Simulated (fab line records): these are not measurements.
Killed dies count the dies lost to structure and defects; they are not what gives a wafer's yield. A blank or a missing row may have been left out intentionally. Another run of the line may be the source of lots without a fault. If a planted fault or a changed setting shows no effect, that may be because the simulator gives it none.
fab line records :: flow sky130
record:
  lots: 8
  wafers: 24
  lastDay: 47
route steps=708 shown PWDE@52 SD_N@354 LI_CONTACT@363 PAD_OPEN@708
lots untouched by any fault: they come from a run of this same line in which no faults occurred
startH: hours from the record's opening day to when the first of the lot's shown wafers began :: waitH: hours from the lot's prior step to this one :: " unchanged from the row above :: L1.1+2: a row that stands for several wafers :: - either no value or no given start :: * or withheld: withheld :: < > ~ a bound
route shown NAME@n: a module of which the file shows steps, and the number in the route of the first :: usual: the fault-free wafers' mean and standard deviation :: same: alike in all rows :: chamber/n: place in a boat :: sites: each site's reading :: _std_site: standard deviation of those values :: _edge_site: the outer-site mean with the inner-site mean subtracted :: radiusMm: for every site, how far away it sits from the centre of the wafer :: mask NAME#n: copy n :: behind: the last tool/chamber to shape the wafer :: hold: why the lot was held/for how many hours/how that ended :: device: the n, p or np transistor that did not switch :: end of line: at the end of the route, the tests of the same wafers :: step lacking rows: just its recipe :: killed: not the wafer's yield, but the dies lost to structure and defects at the first sort :: map: a wafer's dies, x killed, . not, _ none there
set.NAME: setting as actually run; set.NAME@STEP: the setting as run at that earlier step :: model.NAME: the simulator's own value behind a step, which no gauge read
the route's steps for a sample of lots (tables are steps, rows are wafers)
services: when a tool's chamber went out of use (startH, in hours from the record's first day, below 0 if earlier), for how many hours, and the reason
== steps ==
step: SKY_PWDE_OVL_MEAS_07
usual:
  PWDE_OVL: -0.1/1.6
lot.wafer: L412.1
tool: overlay-01
chamber: -
startH: 71.37
waitH: -
PWDE_OVL[nm]: -0.4

lot.wafer: L412.3
tool: overlay-01
chamber: -
startH: 71.37
waitH: -
PWDE_OVL[nm]: -4.3

lot.wafer: L412.6
tool: overlay-01
chamber: -
startH: 71.37
waitH: -
PWDE_OVL[nm]: -0.3

lot.wafer: L413.1
tool: overlay-01
chamber: -
startH: 77.70
waitH: -
PWDE_OVL[nm]: -2.1

lot.wafer: L413.4
tool: overlay-01
chamber: -
startH: 77.70
waitH: -
PWDE_OVL[nm]: -1.8

lot.wafer: L413.5
tool: overlay-01
chamber: -
startH: 77.70
waitH: -
PWDE_OVL[nm]: 1.2

lot.wafer: L414.1
tool: overlay-01
chamber: -
startH: 79.16
waitH: -
PWDE_OVL[nm]: -3.8

lot.wafer: L414.4
tool: overlay-01
chamber: -
startH: 79.16
waitH: -
PWDE_OVL[nm]: -1.0

lot.wafer: L414.6
tool: overlay-01
chamber: -
startH: 79.16
waitH: -
PWDE_OVL[nm]: -0.6

lot.wafer: L415.4
tool: overlay-02
chamber: -
startH: 85.72
waitH: -
PWDE_OVL[nm]: -1.2

lot.wafer: L415.5
tool: overlay-02
chamber: -
startH: 85.72
waitH: -
PWDE_OVL[nm]: -0.3

lot.wafer: L415.6
tool: overlay-02
chamber: -
startH: 85.72
waitH: -
PWDE_OVL[nm]: 0.4

lot.wafer: L419.3
tool: overlay-02
chamber: -
startH: 109.73
waitH: -
PWDE_OVL[nm]: -0.8

lot.wafer: L419.4
tool: overlay-02
chamber: -
startH: 109.73
waitH: -
PWDE_OVL[nm]: -1.4

lot.wafer: L419.5
tool: overlay-02
chamber: -
startH: 109.73
waitH: -
PWDE_OVL[nm]: -1.1

lot.wafer: L420.1
tool: overlay-02
chamber: -
startH: 116.31
waitH: -
PWDE_OVL[nm]: -1.7

lot.wafer: L420.3
tool: overlay-02
chamber: -
startH: 116.31
waitH: -
PWDE_OVL[nm]: -1.5

lot.wafer: L420.6
tool: overlay-02
chamber: -
startH: 116.31
waitH: -
PWDE_OVL[nm]: -1.1

lot.wafer: L423.1
tool: overlay-02
chamber: -
startH: 128.71
waitH: -
PWDE_OVL[nm]: -1.9

lot.wafer: L423.2
tool: overlay-02
chamber: -
startH: 128.71
waitH: -
PWDE_OVL[nm]: 0.2

lot.wafer: L423.3
tool: overlay-02
chamber: -
startH: 128.71
waitH: -
PWDE_OVL[nm]: -1.7

lot.wafer: L424.2
tool: overlay-02
chamber: -
startH: 140.61
waitH: -
PWDE_OVL[nm]: 2.6

lot.wafer: L424.3
tool: overlay-02
chamber: -
startH: 140.61
waitH: -
PWDE_OVL[nm]: 2.4

lot.wafer: L424.4
tool: overlay-02
chamber: -
startH: 140.61
waitH: -
PWDE_OVL[nm]: 0.9
step: SKY_PWDE_IMPLANT_08
recipe:
  species: B
  energyKev: 150
  doseCm2: 3.6e+12
  tiltDeg: withheld
usual:
  implantIonAmu: 11/0
lot.wafer: L412.1
tool: implanter-02
chamber: 0
startH: 71.41
waitH: 0.0
implantIonAmu: 11

lot.wafer: L412.3
tool: implanter-02
chamber: 0
startH: 71.41
waitH: 0.0
implantIonAmu: 11

lot.wafer: L412.6
tool: implanter-02
chamber: 0
startH: 71.41
waitH: 0.0
implantIonAmu: 11

lot.wafer: L413.1
tool: implanter-04
chamber: 0
startH: 77.74
waitH: 0.0
implantIonAmu: 11

lot.wafer: L413.4
tool: implanter-04
chamber: 0
startH: 77.74
waitH: 0.0
implantIonAmu: 11

lot.wafer: L413.5
tool: implanter-04
chamber: 0
startH: 77.74
waitH: 0.0
implantIonAmu: 11

lot.wafer: L414.1
tool: implanter-04
chamber: 0
startH: 79.20
waitH: 0.0
implantIonAmu: 11

lot.wafer: L414.4
tool: implanter-04
chamber: 0
startH: 79.20
waitH: 0.0
implantIonAmu: 11

lot.wafer: L414.6
tool: implanter-04
chamber: 0
startH: 79.20
waitH: 0.0
implantIonAmu: 11

lot.wafer: L415.4
tool: implanter-01
chamber: 0
startH: 85.81
waitH: 0.1
implantIonAmu: 11

lot.wafer: L415.5
tool: implanter-01
chamber: 0
startH: 85.81
waitH: 0.1
implantIonAmu: 11

lot.wafer: L415.6
tool: implanter-01
chamber: 0
startH: 85.81
waitH: 0.1
implantIonAmu: 11

lot.wafer: L419.3
tool: implanter-02
chamber: 0
startH: 109.81
waitH: 0.1
implantIonAmu: 11

lot.wafer: L419.4
tool: implanter-02
chamber: 0
startH: 109.81
waitH: 0.1
implantIonAmu: 11

lot.wafer: L419.5
tool: implanter-02
chamber: 0
startH: 109.81
waitH: 0.1
implantIonAmu: 11

lot.wafer: L420.1
tool: implanter-02
chamber: 0
startH: 116.35
waitH: 0.0
implantIonAmu: 11

lot.wafer: L420.3
tool: implanter-02
chamber: 0
startH: 116.35
waitH: 0.0
implantIonAmu: 11

lot.wafer: L420.6
tool: implanter-02
chamber: 0
startH: 116.35
waitH: 0.0
implantIonAmu: 11

lot.wafer: L423.1
tool: implanter-02
chamber: 0
startH: 128.75
waitH: 0.0
implantIonAmu: 49

lot.wafer: L423.2
tool: implanter-02
chamber: 0
startH: 128.75
waitH: 0.0
implantIonAmu: 49

lot.wafer: L423.3
tool: implanter-02
chamber: 0
startH: 128.75
waitH: 0.0
implantIonAmu: 49

lot.wafer: L424.2
tool: implanter-04
chamber: 0
startH: 140.66
waitH: 0.0
implantIonAmu: 49

lot.wafer: L424.3
tool: implanter-04
chamber: 0
startH: 140.66
waitH: 0.0
implantIonAmu: 49

lot.wafer: L424.4
tool: implanter-04
chamber: 0
startH: 140.66
waitH: 0.0
implantIonAmu: 49
step: SKY_PWDE_TW_MEAS_10
usual:
  PWDE_TW: 374.7/1.6
lot.wafer: L412.1
tool: filmMetro-01
chamber: -
startH: 71.66
waitH: 0.1
hold: -
PWDE_TW: 373.3

lot.wafer: L412.3
tool: filmMetro-01
chamber: -
startH: 71.66
waitH: 0.1
hold: -
PWDE_TW: 371.7

lot.wafer: L412.6
tool: filmMetro-01
chamber: -
startH: 71.66
waitH: 0.1
hold: -
PWDE_TW: 370.2

lot.wafer: L413.1
tool: filmMetro-03
chamber: -
startH: 77.99
waitH: 0.1
hold: -
PWDE_TW: 375.7

lot.wafer: L413.4
tool: filmMetro-03
chamber: -
startH: 77.99
waitH: 0.1
hold: -
PWDE_TW: 376.0

lot.wafer: L413.5
tool: filmMetro-03
chamber: -
startH: 77.99
waitH: 0.1
hold: -
PWDE_TW: 373.8

lot.wafer: L414.1
tool: filmMetro-03
chamber: -
startH: 79.45
waitH: 0.1
hold: -
PWDE_TW: 376.6

lot.wafer: L414.4
tool: filmMetro-03
chamber: -
startH: 79.45
waitH: 0.1
hold: -
PWDE_TW: 375.2

lot.wafer: L414.6
tool: filmMetro-03
chamber: -
startH: 79.45
waitH: 0.1
hold: -
PWDE_TW: 375.0

lot.wafer: L415.4
tool: filmMetro-03
chamber: -
startH: 86.02
waitH: 0.1
hold: -
PWDE_TW: 373.7

lot.wafer: L415.5
tool: filmMetro-03
chamber: -
startH: 86.02
waitH: 0.1
hold: -
PWDE_TW: 374.4

lot.wafer: L415.6
tool: filmMetro-03
chamber: -
startH: 86.02
waitH: 0.1
hold: -
PWDE_TW: 376.4

lot.wafer: L419.3
tool: filmMetro-03
chamber: -
startH: 110.03
waitH: 0.1
hold: -
PWDE_TW: 375.7

lot.wafer: L419.4
tool: filmMetro-03
chamber: -
startH: 110.03
waitH: 0.1
hold: -
PWDE_TW: 375.9

lot.wafer: L419.5
tool: filmMetro-03
chamber: -
startH: 110.03
waitH: 0.1
hold: -
PWDE_TW: 377.2

lot.wafer: L420.1
tool: filmMetro-02
chamber: -
startH: 116.60
waitH: 0.1
hold: -
PWDE_TW: 375.6

lot.wafer: L420.3
tool: filmMetro-02
chamber: -
startH: 116.60
waitH: 0.1
hold: -
PWDE_TW: 374.2

lot.wafer: L420.6
tool: filmMetro-02
chamber: -
startH: 116.60
waitH: 0.1
hold: -
PWDE_TW: 374.7

lot.wafer: L423.1
tool: filmMetro-03
chamber: -
startH: 129.00
waitH: 0.1
hold: awaitDispo/0.2h/release
PWDE_TW: 719.5

lot.wafer: L423.2
tool: filmMetro-03
chamber: -
startH: 129.00
waitH: 0.1
hold: awaitDispo/0.2h/release
PWDE_TW: 726.5

lot.wafer: L423.3
tool: filmMetro-03
chamber: -
startH: 129.00
waitH: 0.1
hold: awaitDispo/0.2h/release
PWDE_TW: 721.4

lot.wafer: L423.1
tool: filmMetro-03
chamber: -
startH: 129.22
waitH: 0.2
hold: -
PWDE_TW: 717.4

lot.wafer: L423.2
tool: filmMetro-03
chamber: -
startH: 129.22
waitH: 0.2
hold: -
PWDE_TW: 721.1

lot.wafer: L423.3
tool: filmMetro-03
chamber: -
startH: 129.22
waitH: 0.2
hold: -
PWDE_TW: 714.6

lot.wafer: L424.2
tool: filmMetro-02
chamber: -
startH: 140.90
waitH: 0.1
hold: awaitDispo/0.2h/release
PWDE_TW: 713.5

lot.wafer: L424.3
tool: filmMetro-02
chamber: -
startH: 140.90
waitH: 0.1
hold: awaitDispo/0.2h/release
PWDE_TW: 718.0

lot.wafer: L424.4
tool: filmMetro-02
chamber: -
startH: 140.90
waitH: 0.1
hold: awaitDispo/0.2h/release
PWDE_TW: 719.0

lot.wafer: L424.2
tool: filmMetro-02
chamber: -
startH: 141.13
waitH: 0.2
hold: -
PWDE_TW: 717.4

lot.wafer: L424.3
tool: filmMetro-02
chamber: -
startH: 141.13
waitH: 0.2
hold: -
PWDE_TW: 716.0

lot.wafer: L424.4
tool: filmMetro-02
chamber: -
startH: 141.13
waitH: 0.2
hold: -
PWDE_TW: 717.8
step: SKY_SD_N_TW_MEAS_12
usual:
  SD_N_TW: 4015/27
lot.wafer: L412.1
tool: filmMetro-02
chamber: -
startH: 652.46
waitH: 0.1
SD_N_TW: 4009

lot.wafer: L412.3
tool: filmMetro-02
chamber: -
startH: 652.46
waitH: 0.1
SD_N_TW: 4011

lot.wafer: L412.6
tool: filmMetro-02
chamber: -
startH: 652.46
waitH: 0.1
SD_N_TW: 4003

lot.wafer: L413.1
tool: filmMetro-02
chamber: -
startH: 665.86
waitH: 0.1
SD_N_TW: 4010

lot.wafer: L413.4
tool: filmMetro-02
chamber: -
startH: 665.86
waitH: 0.1
SD_N_TW: 4039

lot.wafer: L413.5
tool: filmMetro-02
chamber: -
startH: 665.86
waitH: 0.1
SD_N_TW: 4035

lot.wafer: L414.1
tool: filmMetro-04
chamber: -
startH: 676.31
waitH: 0.1
SD_N_TW: 4031

lot.wafer: L414.4
tool: filmMetro-04
chamber: -
startH: 676.31
waitH: 0.1
SD_N_TW: 4021

lot.wafer: L414.6
tool: filmMetro-04
chamber: -
startH: 676.31
waitH: 0.1
SD_N_TW: 4016

lot.wafer: L415.4
tool: filmMetro-04
chamber: -
startH: 684.39
waitH: 0.1
SD_N_TW: 4068

lot.wafer: L415.5
tool: filmMetro-04
chamber: -
startH: 684.39
waitH: 0.1
SD_N_TW: 4041

lot.wafer: L415.6
tool: filmMetro-04
chamber: -
startH: 684.39
waitH: 0.1
SD_N_TW: 4045

lot.wafer: L419.3
tool: filmMetro-04
chamber: -
startH: 710.29
waitH: 0.1
SD_N_TW: 4023

lot.wafer: L419.4
tool: filmMetro-04
chamber: -
startH: 710.29
waitH: 0.1
SD_N_TW: 4008

lot.wafer: L419.5
tool: filmMetro-04
chamber: -
startH: 710.29
waitH: 0.1
SD_N_TW: 4022

lot.wafer: L420.1
tool: filmMetro-02
chamber: -
startH: 719.37
waitH: 0.1
SD_N_TW: 4012

lot.wafer: L420.3
tool: filmMetro-02
chamber: -
startH: 719.37
waitH: 0.1
SD_N_TW: 3997

lot.wafer: L420.6
tool: filmMetro-02
chamber: -
startH: 719.37
waitH: 0.1
SD_N_TW: 4013
step: SKY_LI_CONTACT_THK_MEAS_01
recipe:
  reads: PSG_of_LI_CONTACT_HDPCVD_00
usual:
  LI_CONTACT_HDPCVD_THK: 973/13
lot.wafer: L412.1
tool: filmMetro-01
chamber: -
startH: 653.25
waitH: 0.1
LI_CONTACT_HDPCVD_THK[nm]: 982

lot.wafer: L412.3
tool: filmMetro-01
chamber: -
startH: 653.25
waitH: 0.1
LI_CONTACT_HDPCVD_THK[nm]: 962

lot.wafer: L412.6
tool: filmMetro-01
chamber: -
startH: 653.25
waitH: 0.1
LI_CONTACT_HDPCVD_THK[nm]: 983

lot.wafer: L413.1
tool: filmMetro-01
chamber: -
startH: 666.62
waitH: 0.1
LI_CONTACT_HDPCVD_THK[nm]: 995

lot.wafer: L413.4
tool: filmMetro-01
chamber: -
startH: 666.62
waitH: 0.1
LI_CONTACT_HDPCVD_THK[nm]: 944

lot.wafer: L413.5
tool: filmMetro-01
chamber: -
startH: 666.62
waitH: 0.1
LI_CONTACT_HDPCVD_THK[nm]: 1000

lot.wafer: L414.1
tool: filmMetro-04
chamber: -
startH: 677.07
waitH: 0.1
LI_CONTACT_HDPCVD_THK[nm]: 997

lot.wafer: L414.4
tool: filmMetro-04
chamber: -
startH: 677.07
waitH: 0.1
LI_CONTACT_HDPCVD_THK[nm]: 996

lot.wafer: L414.6
tool: filmMetro-04
chamber: -
startH: 677.07
waitH: 0.1
LI_CONTACT_HDPCVD_THK[nm]: 970

lot.wafer: L415.4
tool: filmMetro-02
chamber: -
startH: 685.21
waitH: 0.0
LI_CONTACT_HDPCVD_THK[nm]: 970

lot.wafer: L415.5
tool: filmMetro-02
chamber: -
startH: 685.21
waitH: 0.0
LI_CONTACT_HDPCVD_THK[nm]: 978

lot.wafer: L415.6
tool: filmMetro-02
chamber: -
startH: 685.21
waitH: 0.0
LI_CONTACT_HDPCVD_THK[nm]: 1001

lot.wafer: L419.3
tool: filmMetro-04
chamber: -
startH: 711.06
waitH: 0.1
LI_CONTACT_HDPCVD_THK[nm]: 971

lot.wafer: L419.4
tool: filmMetro-04
chamber: -
startH: 711.06
waitH: 0.1
LI_CONTACT_HDPCVD_THK[nm]: 982

lot.wafer: L419.5
tool: filmMetro-04
chamber: -
startH: 711.06
waitH: 0.1
LI_CONTACT_HDPCVD_THK[nm]: 967

lot.wafer: L420.1
tool: filmMetro-01
chamber: -
startH: 720.15
waitH: 0.1
LI_CONTACT_HDPCVD_THK[nm]: 998

lot.wafer: L420.3
tool: filmMetro-01
chamber: -
startH: 720.15
waitH: 0.1
LI_CONTACT_HDPCVD_THK[nm]: 958

lot.wafer: L420.6
tool: filmMetro-01
chamber: -
startH: 720.15
waitH: 0.1
LI_CONTACT_HDPCVD_THK[nm]: 1000
step: SKY_PAD_OPEN_PROBE_99
usual:
  defectLimitedYield: 82.5/2
  killed_at_M0_to_M3: 44/6.8
  killed_at_M4_up: 2.9/1.7
  killedAtContacts: 24/5.2
  killedAtFrontEnd: 15/4
  killedAtOther: 0.2/0.44
  killedDies: 86/9.9
  killedOpen: 47/7.9
  killedShort: 39/6.3
  sort_bin_3_pad_short: 0.8/0.38
  sort_bin_5_function: 10.5/1.5
  sort_bin_6_memory: 6.2/1.1
  sortNPass: 406/9.9
  sortYieldPct: 82.5/2
same:
  grossDies: 492
  killedAtBackSide: 0
  sort_bin_4_leakage[%]: 0
  sort_bin_8_speed[%]: 0
lot.wafer: L414.1
tool: prober-01
chamber: -
startH: 1097.55
waitH: 0.1
defectLimitedYield[%]: 83.7
killed_at_M0_to_M3: 32
killed_at_M4_up: 2
killedAtContacts: 26
killedAtFrontEnd: 20
killedAtOther: 0
killedDies: 80
killedOpen: 43
killedShort: 37
sort_bin_3_pad_short[%]: 0.6
sort_bin_5_function[%]: 9.1
sort_bin_6_memory[%]: 6.5
sortNPass: 412
sortYieldPct[%]: 83.7

lot.wafer: L414.4
tool: prober-01
chamber: -
startH: 1097.70
waitH: 0.2
defectLimitedYield[%]: 80.5
killed_at_M0_to_M3: 53
killed_at_M4_up: 4
killedAtContacts: 26
killedAtFrontEnd: 13
killedAtOther: 0
killedDies: 96
killedOpen: 53
killedShort: 43
sort_bin_3_pad_short[%]: 1.4
sort_bin_5_function[%]: 11.4
sort_bin_6_memory[%]: 6.7
sortNPass: 396
sortYieldPct[%]: 80.5

lot.wafer: L414.6
tool: prober-01
chamber: -
startH: 1097.80
waitH: 0.2
defectLimitedYield[%]: 83.3
killed_at_M0_to_M3: 35
killed_at_M4_up: 6
killedAtContacts: 23
killedAtFrontEnd: 18
killedAtOther: 0
killedDies: 82
killedOpen: 46
killedShort: 36
sort_bin_3_pad_short[%]: 0.6
sort_bin_5_function[%]: 9.1
sort_bin_6_memory[%]: 6.9
sortNPass: 410
sortYieldPct[%]: 83.3
killed by level:class
L414.1 CONTACT:geometricParticle:open=10 VIA1:geometricParticle:open=8 LI_CONTACT:geometricParticle:open=7 POLY_GATE:geometricParticle:open=6 FIELD_ISO:geometricParticle:short=5 VIA3:geometricParticle:open=5 VIA2:geometricParticle:short=4 VIA3:geometricParticle:short=4
L414.4 VIA1:geometricParticle:open=11 LI_CONTACT:geometricParticle:open=9 VIA2:geometricParticle:open=9 VIA3:geometricParticle:open=8 CONTACT:geometricParticle:open=7 METAL1:geometricParticle:short=7 VIA1:geometricParticle:short=6 METAL2:geometricParticle:short=6
L414.6 CONTACT:geometricParticle:open=9 VIA1:geometricParticle:open=7 METAL1:geometricParticle:short=6 VIA2:geometricParticle:open=6 FIELD_ISO:geometricParticle:open=5 METAL2:geometricParticle:short=5 FIELD_ISO:geometricParticle:short=4 LI_CONTACT:geometricParticle:open=4
== services ==
tool: implanter-04
chamber: -
startH: 51.85
hours: 3.1
kind: pm

tool: implanter-02
chamber: -
startH: 68.58
hours: 1.7
kind: repair

tool: implanter-02
chamber: -
startH: 84.18
hours: 3.6
kind: pm

tool: implanter-04
chamber: -
startH: 109.65
hours: 1.2
kind: repair
== key ==
firstSign:
  step: SKY_PWDE_IMPLANT_08
  reading: implantIonAmu
  direction: up
  sigmas: 99+
  usual: 11
  struck: 49
effect:
  step: SKY_PWDE_TW_MEAS_10
  reading: visit
  direction: added
effect:
  step: SKY_PWDE_TW_MEAS_10
  reading: PWDE_TW
  direction: up
  sigmas: 99+
  usual: 374.7
  struck: 719.6
metAt SKY_PWDE_IMPLANT_08
struckLots L423,L424
scrappedBehind SKY_PWDE_TW_MEAS_10 L423.1,L423.2,L423.3,L424.2,L424.3,L424.4
notActingAt SKY_PWDE_OVL_MEAS_07,SKY_SD_N_TW_MEAS_12,SKY_LI_CONTACT_THK_MEAS_01
onsetBetween 116.35 128.75
fault:
  kind: wrongRecipeDownload
  tool: implanter-01,implanter-02,implanter-04
  chamber: -
  onsetH: 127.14
  steps: SKY_PWDE_IMPLANT_08
  wrongRecipe.notListed: 1
